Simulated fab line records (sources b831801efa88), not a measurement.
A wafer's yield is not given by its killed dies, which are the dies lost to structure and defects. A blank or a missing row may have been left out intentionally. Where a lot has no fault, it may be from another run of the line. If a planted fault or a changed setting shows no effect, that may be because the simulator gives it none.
Check for tools in common	flow sky130	Sampled: 11 lots, 33 wafers

== WHY IT WAS OPENED ==
2 of 11 lots carry a flag on the reading NWELL_TW at SKY_NWELL_TW_MEAS_15. Wafers without a fault read 1821, standard deviation 8.4.
Rule: a lot is flagged when every wafer of it that has a number lies more than 4 standard deviations from that mean, or none has a number. All remaining lots are regarded as sound.

lot	measured	on	NWELL_TW, wafer by wafer	flag
L843	day 4 17:17	film_metro-03	1824 1834 1829	
L844	day 4 23:48	film_metro-03	1831 1835 1824	
L845	day 5 01:04	film_metro-01	1820 1822 1825	
L846	day 5 07:41	film_metro-03	1824 1822 1830	
L847	day 5 14:55	film_metro-03	1825 1831 1825	
L849	day 6 05:21	film_metro-02	1818 1818 1819	
L850	day 6 07:52	film_metro-01	1827 1822 1815	
L858	day 8 06:51	film_metro-02	1985 1993 1988	FLAGGED
L860	day 8 20:29	film_metro-01	1983 1993 1979	FLAGGED
L863	day 9 08:52	film_metro-03	1817 1828 1814	
L865	day 9 23:10	film_metro-03	1818 1812 1816	
Average over the flagged lots: 1987; offset from the usual +166, equal to +20 standard deviations.

== EACH LOT AND THE TOOL IT RAN ON ==
The record holds 2 process steps before the reading, out of a route of 708 steps. Every cell lists first the tool, next ch and the chambers used by the sampled wafers, and last the start.
lot	flag	SKY_FIELD_ISO_ETCH_15	SKY_NWELL_IMPLANT_11
L843		rie_diel-03 ch 0,1,3, day 2 08:58	implanter-03 ch 0, day 4 16:44
L844		rie_diel-01 ch 0,1, day 2 13:26	implanter-03 ch 0, day 4 23:15
L845		rie_diel-03 ch 1,2,3, day 2 14:29	implanter-03 ch 0, day 5 00:31
L846		rie_diel-04 ch 2,3, day 2 22:40	implanter-01 ch 0, day 5 07:10
L847		rie_diel-03 ch 1,2, day 3 04:39	implanter-01 ch 0, day 5 14:22
L849		rie_diel-01 ch 0,2, day 3 12:40	implanter-02 ch 0, day 6 04:48
L850		rie_diel-01 ch 0,1,2, day 3 17:43	implanter-03 ch 0, day 6 07:20
L858	FLAGGED	rie_diel-04 ch 0,1,2, day 5 12:28	implanter-03 ch 0, day 8 06:18
L860	FLAGGED	rie_diel-01 ch 2,3, day 5 21:21	implanter-03 ch 0, day 8 16:19
L863		rie_diel-03 ch 0,1, day 6 11:23	implanter-02 ch 0, day 9 08:19
L865		rie_diel-04 ch 0,2, day 6 23:14	implanter-01 ch 0, day 9 22:37
What these steps do:
- SKY_FIELD_ISO_ETCH_15: etches the open film in CHF3/O2, stops on Si, target depth 180 nm, time 72 s.
- SKY_NWELL_IMPLANT_11
- SKY_NWELL_TW_MEAS_15

== FLAGGED AGAINST TOTAL, ONE TOOL AT A TIME (gauges that did the reading follow at the end) ==
step	tool	lots run	flagged	share of the flagged lots	sound lots run after its first flagged lot
SKY_FIELD_ISO_ETCH_15	rie_diel-01	4	1	some	0
SKY_FIELD_ISO_ETCH_15	rie_diel-03	4	0	none	-
SKY_FIELD_ISO_ETCH_15	rie_diel-04	3	1	some	1 (L865)
SKY_NWELL_IMPLANT_11	implanter-01	3	0	none	-
SKY_NWELL_IMPLANT_11	implanter-02	2	0	none	-
SKY_NWELL_IMPLANT_11	implanter-03	6	2	all	0
SKY_NWELL_TW_MEAS_15	film_metro-01	3	1	some	0
SKY_NWELL_TW_MEAS_15	film_metro-02	2	1	some	0
SKY_NWELL_TW_MEAS_15	film_metro-03	6	0	none	-

== THE TABLE: WHAT IT ALLOWS ==
All flagged lots share 1 row of the table, namely implanter-03 at SKY_NWELL_IMPLANT_11.
- implanter-03 at SKY_NWELL_IMPLANT_11: 2 of its 6 lots flagged. It ran its last sound lot, L850, at day 6 07:20 and its first flagged lot, L858, at day 8 06:18: a fault with its onset between the two fits. Its own readings lie more than 4 standard deviations out on every wafer of the flagged lots: dose_ions_cm2, faraday_current_uA.
Left over: one tool, implanter-03 at SKY_NWELL_IMPLANT_11.

== WHAT THE SIMULATOR HAD INSERTED ==
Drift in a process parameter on implanter-03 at SKY_NWELL_IMPLANT_11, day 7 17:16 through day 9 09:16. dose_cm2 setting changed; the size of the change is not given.
Struck lots among those shown: L858, L860. The same result came from the rule above.
